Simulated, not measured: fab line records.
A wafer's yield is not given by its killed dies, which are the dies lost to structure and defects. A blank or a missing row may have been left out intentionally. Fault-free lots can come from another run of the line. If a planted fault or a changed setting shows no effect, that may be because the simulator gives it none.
Struck lot and sound lot, side by side || flow sky130 || 15 steps out of a route of 708
Sound: wafers L432.1, L432.2, L432.6. Struck: wafer L443.3. (L443.5 of the same lot was not struck and is left out.) The cause comes at the end.
Order at every step that has rows: each side's tool, ch and its chambers, its first start. Under that, the readings that differ: sound wafers || struck wafers || difference of the means || sigmas: that difference in standard deviations of wafers without a fault.
alike: a reading whose means differ by less than 2 such deviations, as well as words and numbers matching on both sides. not compared: withheld readings; readings where some wafer has no value; bounds like >300 that might hide an equal value; numbers whose values overlap and for which the record gives no deviation.
Wherever a step has rows on one side only, a row that says differs or no value, or a row with sigmas, the two part there. When numbers do not overlap yet have no deviation, they are printed without sigmas and do not part them. A reading that every wafer of one side lacks parts them only if that side has two wafers or more.

first, 2 steps without rows for these wafers: SKY_VIA4_PEB_09; SKY_VIA4_DEVELOP_10 (develop time 60 s).
SKY_VIA4_OVL_MEAS_11:
  struck on overlay-02, day 47 20:04; sound on overlay-01, day 45 23:55
  alike: VIA4_OVL
SKY_VIA4_ETCH_12: etches SiO2 in C4F8/O2/Ar, stops on TiN, target depth 580 nm.
  sound on rie-diel-03 ch 0,3, day 45 23:58; struck on rie-diel-02 ch 1, day 47 20:05
{"reading": "chamber-pressure-mTorr (mTorr)", "sound": "39.97 40.01 39.94", "struck": 40.08, "difference": "+0.11", "sigmas": "+3"}
  alike: oes-product-au, rf-fwd-power-W
SKY_VIA4_STRIP_13: strips in O2/N2.
  sound on plasma-asher-04 ch 0,1, day 46 00:02; struck on plasma-asher-04 ch 1, day 47 20:12
  alike: chamber-pressure-mTorr, drypump-motor-current-A, oes-product-au, strip-time-to-endpoint-s
  not compared: rf-hours-counter-h
then, 3 steps without rows for these wafers: SKY_VIA4_STRIP_14 (strips in post etch residue remover, time 1200 s); SKY_VIA4_CLEAN_15 (cleans in IPA, time 180 s); SKY_VIA4_CLEAN_16 (cleans in O3/DIW).
SKY_VIA4_SPUTTER_17: material TiN, target thk 20 nm, time 80 s.
  struck on pvd-sputter-01, day 47 20:46; sound on pvd-sputter-01, day 46 00:37
  alike: throttle-valve-pct
SKY_VIA4_CVD_18: deposits W, target thk 505 nm, time 152.14 s.
  sound on cvd-w-01 ch 0,1, day 46 00:41; struck on cvd-w-02 ch 1, day 47 20:52
  alike: heater-power-w
SKY_VIA4_RS_MEAS_19: uses a four-point probe to measure.
  struck on film-metro-03, day 47 21:01; sound on film-metro-03, day 46 00:50
  alike: VIA4_W_RS
SKY_VIA4_THK_MEAS_20: measures by xrf.
  struck on film-metro-03, day 47 21:07; sound on film-metro-03, day 46 00:57
  alike: VIA4_W_THK
SKY_VIA4_CMP_21: polishes, stops on SiO2, t overpolish 25 s, target thk 0 nm.
  sound on cmp-01 ch 1,3, day 46 01:08; struck on cmp-02 ch 0, day 47 21:09
{"reading": "overpolish-run-s (s)", "sound": "25.015 24.994 24.983", "struck": 0.048, "difference": -24.949, "sigmas": "-99 or more"}
{"reading": "time-to-endpoint-s (s)", "sound": "113 128 128", "struck": 192, "difference": "+69", "sigmas": "+11"}
  alike: motor-current-A
SKY_METAL5_SPUTTER_00: material Ti, target thk 15 nm, time 10 s.
  rows exist in the record for the sound wafers here (pvd-sputter-01, day 46 01:23), none for the struck ones
-- the record jumps here: 2 days lie between the struck wafers' starts before and after (it left off in module METAL5 and takes up again in module PAD_OPEN, whose first step shown is number 708 of the route) --
SKY_PAD_OPEN_PROBE_99:
  struck on prober-01, day 50 07:07; sound on prober-01, day 48 16:47
{"reading": "hold", "sound": "- - -", "struck": "await-dispo/6.0h/release", "difference": "no value on the sound wafers", "sigmas": ""}
{"reading": "defect-limited-yield (%)", "sound": "84.1 82.9 78.7", "struck": 0, "difference": -82, "sigmas": -41}
{"reading": "killed_at_M4_up", "sound": "4 3 2", "struck": 403, "difference": "+400", "sigmas": "+99 or more"}
{"reading": "killed-at-front-end", "sound": "18 19 17", "struck": 8, "difference": -10, "sigmas": -2}
{"reading": "killed-dies", "sound": "78 84 105", "struck": 492, "difference": "+403", "sigmas": "+41"}
{"reading": "killed-on-rim", "sound": "14 14 15", "struck": 96, "difference": "+82", "sigmas": "+23"}
{"reading": "sort_bin_3_pad_short (%)", "sound": "1.6 1.0 0.8", "struck": 82.7, "difference": "+81.6", "sigmas": "+99 or more"}
{"reading": "sort-n-pass", "sound": "414 408 387", "struck": 0, "difference": -403, "sigmas": -41}
{"reading": "sort-yield-pct (%)", "sound": "84.1 82.9 78.7", "struck": 0, "difference": -82, "sigmas": -41}
  alike: killed_at_M0_to_M3, killed-at-contacts, killed-at-other, killed-open, killed-short, sort_bin_5_function, sort_bin_6_memory

WHERE THEY PART
First at SKY_VIA4_ETCH_12; last, within this record, at SKY_PAD_OPEN_PROBE_99.

WHY: what the simulator had put in
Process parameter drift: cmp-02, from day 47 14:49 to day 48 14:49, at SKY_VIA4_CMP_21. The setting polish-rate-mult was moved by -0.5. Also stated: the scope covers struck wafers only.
